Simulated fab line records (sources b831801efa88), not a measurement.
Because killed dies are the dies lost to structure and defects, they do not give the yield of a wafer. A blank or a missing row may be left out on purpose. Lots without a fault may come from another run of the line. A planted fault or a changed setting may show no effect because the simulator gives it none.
Problem report in the 8D (eight disciplines) form, filled by code -- flow sky130 -- the parts of the form that need people (team, actions taken, sign-off) are left out

1. PROBLEM STATEMENT
At SKY_LDD_LDN_STRIP_12, strip_time_to_endpoint_s averages 8.55 s over 6 wafers from 2 lots, while fault-free wafers read 14.20 s, standard deviation 0.047. That is -99 or more standard deviations from the usual mean.
The step: strips in O2/N2.
The first sign was on wafer L474.3 at day 29 08:48, on plasma_asher-04. The record holds 36 wafers of 12 lots with a number at this step. By rule, "out" or "out of limits" means more than 4 standard deviations away from the usual mean. The rest of the wafers with a number are treated as sound.

2. WHAT IT IS AND WHAT IT IS NOT
question,is,is not
which readings at this step,"strip_time_to_endpoint_s, oes_product_au",drypump_motor_current_A
which lots,"L474, L477","L457, L458, L459, L460, L462, L463, L464, L466, L467, L478"
which wafers of those lots,all that have a number,-
read on which tools,"plasma_asher-01, plasma_asher-04",plasma_asher-02
when,from day 29 08:48,up to then (27 sound wafers); but 3 sound wafers of L478 came after

3. WHAT RULES OUT EACH SUSPECT
Counting: a tool stays on the suspect list if, at a process step up to the reading, it processed all lots that are out and no sound lot following the first of them.
- litho_track-03 at SKY_LDD_LDN_COAT_02 (resist thk 1140 nm): kept. All lots that are out passed through it, beginning with L474 at day 28 17:41, and no sound lot followed; its final sound lot before that point was L464 at day 25 01:07.
After counting, what remains is litho_track-03 at SKY_LDD_LDN_COAT_02.

4. THE CAUSE (what the simulator had put in)
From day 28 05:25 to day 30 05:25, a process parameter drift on litho_track-03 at SKY_LDD_LDN_COAT_02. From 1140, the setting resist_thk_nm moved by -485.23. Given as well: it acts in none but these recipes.
Counting left only this tool.

5. THE CHAIN OF EFFECTS, in route order
Each row: a reading whose mean over the struck wafers that have a number lies more than 3 standard deviations from the usual. Only readings for which the record gives a usual standard deviation are gone through. hours: the time from each lot's start at the first step in this table that gives one to its start at this step, as a median over the lots. sigmas: the change in usual standard deviations.
hours,step,reading,usual,on struck wafers,change,sigmas
0,SKY_LDD_LDN_STRIP_12,oes_product_au,0.715 a.u.,0.592,-0.123,-27
0,SKY_LDD_LDN_STRIP_12,strip_time_to_endpoint_s,14.20 s,8.55,-5.65,-99 or more
Process steps it contains:
- SKY_LDD_LDN_STRIP_12: strips in O2/N2.

6. WHAT WOULD HAVE CAUGHT IT SOONER
27 hours passed between the start of the fault at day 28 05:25 and the first reading out of limits in this record, taken at day 29 08:48.
Lots out: 2; of these, L477 started SKY_LDD_LDN_COAT_02 on litho_track-03 after day 29 08:48. Had the tool been put on hold then, it would have been spared.
